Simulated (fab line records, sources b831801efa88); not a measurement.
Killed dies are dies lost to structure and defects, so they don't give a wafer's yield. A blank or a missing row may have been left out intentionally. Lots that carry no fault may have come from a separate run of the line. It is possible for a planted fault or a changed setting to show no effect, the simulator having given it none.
A struck lot beside a sound one ; flow sky130 ; 15 steps out of a route of 708
Sound: wafers L712.3, L712.4, L712.6. The struck wafers were L715.1, L715.4, L715.5. The cause is given at the end.
Order at every step that has rows: each side's tool, ch and its chambers, its first start. Under that, the readings that differ: sound wafers ; struck wafers ; difference of the means ; sigmas: that difference in standard deviations of wafers without a fault.
alike: readings with means less than 2 such deviations apart, plus words and numbers identical on both sides. not compared: withheld readings, readings lacking a value on some wafer, bounds such as >300 that could conceal the same value, and numbers that have no deviation in the record and whose values overlap.
A row with sigmas, a row that says differs or no value, or rows on one side alone: a step with any of these is where the two part. When numbers do not overlap yet have no deviation, they are printed without sigmas and do not part them. A reading that every wafer of one side lacks parts them only if that side has two wafers or more.

first, 6 steps without rows for these wafers: SKY_GATE_OXIDE_HMDS_04 (prime time 60 s); SKY_GATE_OXIDE_COAT_05 (resist thk 1140 nm); SKY_GATE_OXIDE_SOFTBAKE_06 (time 60 s); SKY_GATE_OXIDE_EXPOSE_07 (exposes mask LVOM, target cd 600 nm); SKY_GATE_OXIDE_PEB_08; SKY_GATE_OXIDE_DEVELOP_09 (develop time 60 s).
SKY_GATE_OXIDE_OVL_MEAS_10:
  sound on overlay-01, day 14 21:44; struck on overlay-01, day 16 10:37
  alike: GATE_OXIDE_OVL
then, 2 steps without rows for these wafers: SKY_GATE_OXIDE_IMPLANT_11; SKY_GATE_OXIDE_WET_ETCH_12 (etches SiO2 in dHF, target depth 16.8 nm, time 336 s).
SKY_GATE_OXIDE_STRIP_13: strips in O2/N2.
  sound on plasma_asher-02 ch 0,1, day 14 22:09; struck on plasma_asher-01 ch 0,1, day 16 10:55
reading;sound;struck;difference;sigmas
chamber_pressure_mTorr (mTorr);1499.5 1499.1 1497.8;1501.2 1501.3 1503.7;+3.3;+3
oes_product_au (a.u.);0.715 0.709 0.710;0.720 0.728 0.715;+0.010;+2
  alike: drypump_motor_current_A, n2_flow_sccm, strip_time_to_endpoint_s
  not compared: rf_hours_counter_h
SKY_GATE_OXIDE_TW_MEAS_14:
  sound on film_metro-03, day 14 22:14; struck on film_metro-04, day 16 11:01
  alike: GATE_OXIDE_TW
then, 1 step without rows for these wafers: SKY_GATE_OXIDE_CLEAN_15 (cleans in SC1/SC2, time 150 s).
SKY_GATE_OXIDE_OXIDATION_16: stabilise 600 s, purge 300 s, target thk 3.57 nm.
  sound on furnace-02 ch 0, day 14 23:10; struck on furnace-02 ch 0, day 16 11:55
reading;sound;struck;difference;sigmas
spike_tc_bottom_C (C);820.4 819.5 821.4;811.7 810.4 810.8;-9.5;-5
spike_tc_centre_C (C);801.9 800.3 800.4;790.9 790.7 792.2;-9.6;-9
spike_tc_lower_C (C);803.3 802.8 803.8;793.8 792.8 795.1;-9.4;-7
spike_tc_top_C (C);811.2 810.7 810.5;804.0 803.4 803.1;-7.3;-8
spike_tc_upper_C (C);799.8 801.5 799.4;791.3 791.2 791.7;-8.8;-9
tube_center_temp_C (C);800 799.93 799.99;791.93 791.71 791.89;-8.13;-99 or more
tube_center_temp_C_max;801.8 801.8 802.3;794.4 794.0 793.5;-8.0;-25
model.SiO2_of_GATE_OXIDE_OXIDATION_01.thk_nm (nm);11.79 11.82 11.81;11.53 11.69 11.58;-0.21;
  alike: zone_power_lower_pct
then, 1 step without rows for these wafers: SKY_POLY_GATE_CVD_00 (deposits poly-Si, target thk 180 nm, time 720 s).
-- the record jumps here: 31 days lie between the struck wafers' starts before and after (it left off in module POLY_GATE and takes up again in module PAD_OPEN, whose first step shown is number 708 of the route) --
SKY_PAD_OPEN_PROBE_99:
  sound on prober-02, day 46 17:56; struck on prober-01, day 47 19:58
reading;sound;struck;difference;sigmas
model.etest.nfet_01v8_lvt.drive_ua_um;580.9 582.2 573.5;610.9 619.9 616.2;+36.8;
model.etest.nfet_01v8_turned.drive_ua_um;507.7 509.3 504.5;544.9 546.5 549.7;+39.9;
model.etest.nfet_01v8_swapped.drive_ua_um;505.1 509 503.4;544.3 546.3 544.2;+39.1;
model.etest.nfet_01v8.drive_ua_um;507 508.3 504.4;542.9 543.4 544.5;+37.0;
model.etest.pfet_01v8_lvt.drive_ua_um;175.3 176.4 172.9;180 177.8 179.7;+4;
model.etest.cap_thin_oxide.gate_log10_a_cm2;-7.395 -7.312 -7.146;-6.177 -6.271 -6.268;+1.046;
model.etest.cap_thick_oxide.gate_log10_a_cm2;-7.356 -7.403 -7.382;-6.988 -7.141 -7.084;+0.309;
  alike: killed_at_M0_to_M3, killed_at_M4_up, killed_at_contacts, killed_at_front_end, killed_at_other, killed_dies, killed_open, killed_short
  not compared: model.etest.sram_nfet_pass.drive_ua_um

== WHERE THEY PART ==
Last at SKY_GATE_OXIDE_OXIDATION_16 as far as this record goes, first at SKY_GATE_OXIDE_STRIP_13. Later steps at which nothing parts them and some readings are alike: SKY_PAD_OPEN_PROBE_99.

WHY: what had been put in by the simulator
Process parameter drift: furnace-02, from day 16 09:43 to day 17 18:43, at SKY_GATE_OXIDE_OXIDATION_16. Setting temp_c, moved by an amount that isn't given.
